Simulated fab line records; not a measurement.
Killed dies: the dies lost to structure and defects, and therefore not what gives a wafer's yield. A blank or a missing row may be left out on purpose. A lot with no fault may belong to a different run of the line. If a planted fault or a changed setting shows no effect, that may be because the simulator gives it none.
Check for tools in common / flow gf180mcu / 11 lots, 42 wafers sampled

== WHY IT WAS OPENED ==
3 of 11 lots carry a flag on the reading PASSIVATION_BOW at GF_PASSIVATION_BOW_MEAS_14. Wafers without a fault read 138 um, standard deviation 10.
Rule: a lot is flagged when every wafer of it that has a number lies more than 4 standard deviations from that mean, or none has a number. The rest of the lots are taken to be sound.

lot=L137; measured=day 29 18:40; on=film_metro-04; PASSIVATION_BOW (um), wafer by wafer=133 136 148; flag=
lot=L143; measured=day 31 08:38; on=film_metro-01; PASSIVATION_BOW (um), wafer by wafer=130 155 144; flag=
lot=L144; measured=day 31 22:48; on=film_metro-04; PASSIVATION_BOW (um), wafer by wafer=130 129 138; flag=
lot=L145; measured=day 31 23:59; on=film_metro-04; PASSIVATION_BOW (um), wafer by wafer=136 138 125; flag=
lot=L151; measured=day 33 06:59; on=film_metro-02; PASSIVATION_BOW (um), wafer by wafer=205 201 210 - - -; flag=FLAGGED
lot=L152; measured=day 33 18:06; on=film_metro-01; PASSIVATION_BOW (um), wafer by wafer=205 209 212 - - -; flag=FLAGGED
lot=L153; measured=day 33 19:52; on=film_metro-01; PASSIVATION_BOW (um), wafer by wafer=208 224 217 - - -; flag=FLAGGED
lot=L154; measured=day 34 03:28; on=film_metro-02; PASSIVATION_BOW (um), wafer by wafer=140 147 140; flag=
lot=L155; measured=day 34 15:50; on=film_metro-01; PASSIVATION_BOW (um), wafer by wafer=146 147 141; flag=
lot=L156; measured=day 34 16:47; on=film_metro-02; PASSIVATION_BOW (um), wafer by wafer=131 148 148; flag=
lot=L158; measured=day 35 00:24; on=film_metro-04; PASSIVATION_BOW (um), wafer by wafer=119 125 116; flag=
The mean of the flagged lots' numbers is 210 um, +72 um from the usual (+7 standard deviations).

== TOOL THAT RAN EACH LOT ==
Before the reading, the record contains 4 process steps out of a 602-step route. Every cell lists first the tool, next ch and the chambers used by the sampled wafers, and last the start.
lot=L137; flag=; GF_V5_ETCH_16=rie_diel-03 ch 0,2, day 27 22:04; GF_V5_ETCH_17=rie_diel-03 ch 0,2, day 27 22:53 or earlier; GF_V5_CVD_23=cvd_w-01 ch 0,1, day 27 22:53; GF_PASSIVATION_ANNEAL_13=furnace-02 ch 0, day 29 17:10
lot=L143; flag=; GF_V5_ETCH_16=rie_diel-04 ch 0,1,2, day 29 16:16; GF_V5_ETCH_17=rie_diel-04 ch 0,1,2, day 29 17:11 or earlier; GF_V5_CVD_23=cvd_w-02 ch 0,1, day 29 17:11; GF_PASSIVATION_ANNEAL_13=furnace-01 ch 0, day 31 07:05
lot=L144; flag=; GF_V5_ETCH_16=rie_diel-03 ch 0,2,3, day 30 06:26; GF_V5_ETCH_17=rie_diel-03 ch 0,2,3, day 30 07:17 or earlier; GF_V5_CVD_23=cvd_w-01 ch 0,1, day 30 07:17; GF_PASSIVATION_ANNEAL_13=furnace-02 ch 0, day 31 21:14
lot=L145; flag=; GF_V5_ETCH_16=rie_diel-04 ch 1,2,3, day 30 07:42; GF_V5_ETCH_17=rie_diel-04 ch 1,2,3, day 30 08:32 or earlier; GF_V5_CVD_23=cvd_w-02 ch 0,1, day 30 08:32; GF_PASSIVATION_ANNEAL_13=furnace-01 ch 0, day 31 22:26
lot=L151; flag=FLAGGED; GF_V5_ETCH_16=rie_diel-01 ch 0,1,3, day 31 17:17; GF_V5_ETCH_17=rie_diel-01 ch 0,1,3, day 31 18:04 or earlier; GF_V5_CVD_23=cvd_w-01 ch 0,1, day 31 18:04; GF_PASSIVATION_ANNEAL_13=furnace-01, day 33 05:29
lot=L152; flag=FLAGGED; GF_V5_ETCH_16=rie_diel-03 ch 0,3, day 32 06:37; GF_V5_ETCH_17=rie_diel-03 ch 0,3, day 32 07:23 or earlier; GF_V5_CVD_23=cvd_w-01 ch 0,1, day 32 07:23; GF_PASSIVATION_ANNEAL_13=furnace-02, day 33 16:36
lot=L153; flag=FLAGGED; GF_V5_ETCH_16=rie_diel-03 ch 0,2,3, day 32 08:11; GF_V5_ETCH_17=rie_diel-03 ch 0,2,3, day 32 09:00 or earlier; GF_V5_CVD_23=cvd_w-02 ch 0,1, day 32 09:00; GF_PASSIVATION_ANNEAL_13=furnace-01, day 33 18:21
lot=L154; flag=; GF_V5_ETCH_16=rie_diel-03 ch 0,3, day 32 15:11; GF_V5_ETCH_17=rie_diel-03 ch 0,3, day 32 15:59 or earlier; GF_V5_CVD_23=cvd_w-02 ch 0,1, day 32 15:59; GF_PASSIVATION_ANNEAL_13=furnace-02 ch 0, day 34 01:56
lot=L155; flag=; GF_V5_ETCH_16=rie_diel-01 ch 1,3, day 33 04:54; GF_V5_ETCH_17=rie_diel-01 ch 1,3, day 33 05:42 or earlier; GF_V5_CVD_23=cvd_w-01 ch 1, day 33 05:42; GF_PASSIVATION_ANNEAL_13=furnace-01 ch 0, day 34 14:20
lot=L156; flag=; GF_V5_ETCH_16=rie_diel-03 ch 0,1, day 33 05:15; GF_V5_ETCH_17=rie_diel-03 ch 0,1, day 33 06:02 or earlier; GF_V5_CVD_23=cvd_w-02 ch 0, day 33 06:02; GF_PASSIVATION_ANNEAL_13=furnace-02 ch 0, day 34 15:17
lot=L158; flag=; GF_V5_ETCH_16=rie_diel-04 ch 1,3, day 33 13:38; GF_V5_ETCH_17=rie_diel-04 ch 1,3, day 33 14:25 or earlier; GF_V5_CVD_23=cvd_w-02 ch 0,1, day 33 14:25; GF_PASSIVATION_ANNEAL_13=furnace-02 ch 0, day 34 22:53
What is done by these steps:
- GF_V5_ETCH_16: etches BARC in N2/H2.
- GF_V5_ETCH_17: etches SiO2 in C4F8/O2/Ar, stops on TiN, target depth 855 nm.
- GF_V5_CVD_23: deposits W, target thk 350 nm, time 104.9 s.
- GF_PASSIVATION_ANNEAL_13: time 1800 s.
- GF_PASSIVATION_BOW_MEAS_14

== FLAGGED AGAINST TOTAL, ONE TOOL AT A TIME (gauges that did the reading follow at the end) ==
step=GF_V5_ETCH_16; tool=rie_diel-01; lots run=2; flagged=1; share of the flagged lots=some; sound lots run after its first flagged lot=1 (L155)
step=GF_V5_ETCH_16; tool=rie_diel-03; lots run=6; flagged=2; share of the flagged lots=some; sound lots run after its first flagged lot=2 (L154,L156)
step=GF_V5_ETCH_16; tool=rie_diel-04; lots run=3; flagged=0; share of the flagged lots=none; sound lots run after its first flagged lot=-
step=GF_V5_ETCH_17; tool=rie_diel-01; lots run=2; flagged=1; share of the flagged lots=some; sound lots run after its first flagged lot=1 (L155)
step=GF_V5_ETCH_17; tool=rie_diel-03; lots run=6; flagged=2; share of the flagged lots=some; sound lots run after its first flagged lot=2 (L154,L156)
step=GF_V5_ETCH_17; tool=rie_diel-04; lots run=3; flagged=0; share of the flagged lots=none; sound lots run after its first flagged lot=-
step=GF_V5_CVD_23; tool=cvd_w-01; lots run=5; flagged=2; share of the flagged lots=some; sound lots run after its first flagged lot=1 (L155)
step=GF_V5_CVD_23; tool=cvd_w-02; lots run=6; flagged=1; share of the flagged lots=some; sound lots run after its first flagged lot=3 (L154,L156,L158)
step=GF_PASSIVATION_ANNEAL_13; tool=furnace-01; lots run=5; flagged=2; share of the flagged lots=some; sound lots run after its first flagged lot=1 (L155)
step=GF_PASSIVATION_ANNEAL_13; tool=furnace-02; lots run=6; flagged=1; share of the flagged lots=some; sound lots run after its first flagged lot=3 (L154,L156,L158)
step=GF_PASSIVATION_BOW_MEAS_14; tool=film_metro-01; lots run=4; flagged=2; share of the flagged lots=some; sound lots run after its first flagged lot=1 (L155)
step=GF_PASSIVATION_BOW_MEAS_14; tool=film_metro-02; lots run=3; flagged=1; share of the flagged lots=some; sound lots run after its first flagged lot=2 (L154,L156)
step=GF_PASSIVATION_BOW_MEAS_14; tool=film_metro-04; lots run=4; flagged=0; share of the flagged lots=none; sound lots run after its first flagged lot=-
With no start given for some of its lots, GF_V5_ETCH_17 uses the hours and lot order of GF_V5_CVD_23.

== THE TABLE: WHAT IT ALLOWS ==
No row of the table ran every flagged lot.

== WHAT THE SIMULATOR HAD INSERTED ==
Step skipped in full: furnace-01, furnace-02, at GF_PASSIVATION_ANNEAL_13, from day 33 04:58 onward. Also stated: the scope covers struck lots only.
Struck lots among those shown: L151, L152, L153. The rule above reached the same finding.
